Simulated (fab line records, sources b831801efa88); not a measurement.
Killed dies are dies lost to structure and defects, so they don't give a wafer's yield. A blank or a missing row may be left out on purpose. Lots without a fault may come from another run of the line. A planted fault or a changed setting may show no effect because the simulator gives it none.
A struck lot beside a sound one | flow gf180mcu | 12 steps out of a route of 602
Sound: wafers L222.3, L222.4, L222.5. Struck: wafers L225.1, L225.3, L225.6. The cause comes at the end.
At each step with rows: each side's tool, then ch and its chambers, then its first start. Under that, the readings that differ: sound wafers | struck wafers | difference of the means | sigmas: that difference in standard deviations of wafers without a fault.
alike: readings whose means differ by less than 2 such deviations, and words and numbers that are the same on both sides. not compared: withheld readings, readings that some wafer has no value for, bounds like >300 that may hide the same value, and numbers for which the record gives no deviation and whose values overlap.
The two part at a step that has a row with sigmas, a row that says differs or no value, or rows on one side only. Numbers that don't overlap but have no deviation are shown without sigmas and don't part them. A reading that every wafer of one side lacks parts them only if that side has two wafers or more.

GF_STI_BOW_MEAS_00:
  sound on film_metro-02, day 2 16:02; struck on film_metro-02, day 3 07:00
  alike: INCOMING_BOW
then, 1 step without rows for these wafers: GF_STI_OXIDATION_01 (stabilise 600 s, purge 300 s, target thk 10 nm).
GF_STI_THK_MEAS_02:
  sound on film_metro-02, day 2 17:58; struck on film_metro-02, day 3 10:43
  alike: STI_OXIDATION_THK
then, 1 step without rows for these wafers: GF_STI_CVD_03 (deposits Si3N4 from DCS/NH3, target thk 207.16 nm, time 3705 s).
GF_STI_THK_MEAS_04:
  sound on film_metro-03, day 2 20:01; struck on film_metro-02, day 3 13:13
  alike: STI_CVD_03_THK
then, 5 steps without rows for these wafers: GF_STI_DEHYDRATE_05 (time 60 s); GF_STI_HMDS_06 (prime time 60 s); GF_STI_COAT_07 (resist thk 700 nm); GF_STI_SOFTBAKE_08 (time 60 s); GF_STI_EXPOSE_09 (exposes mask COMP, target cd 220 nm).
GF_STI_PEB_10: peb time 90 s.
  sound on litho_track-01 ch 0, day 3 08:09; struck on litho_track-01, day 4 01:17
  no value came back on the struck wafers for chill_plate_temp_C (C), exhaust_pa (Pa), resist_line_temp_C (C); on the sound wafers chill_plate_temp_C (C) reads 22.63 22.80 22.82
then, 1 step without rows for these wafers: GF_STI_DEVELOP_11 (develop time 60 s).

WHERE THEY PART
Only at GF_STI_PEB_10, within this record.

WHY: what the simulator had put in
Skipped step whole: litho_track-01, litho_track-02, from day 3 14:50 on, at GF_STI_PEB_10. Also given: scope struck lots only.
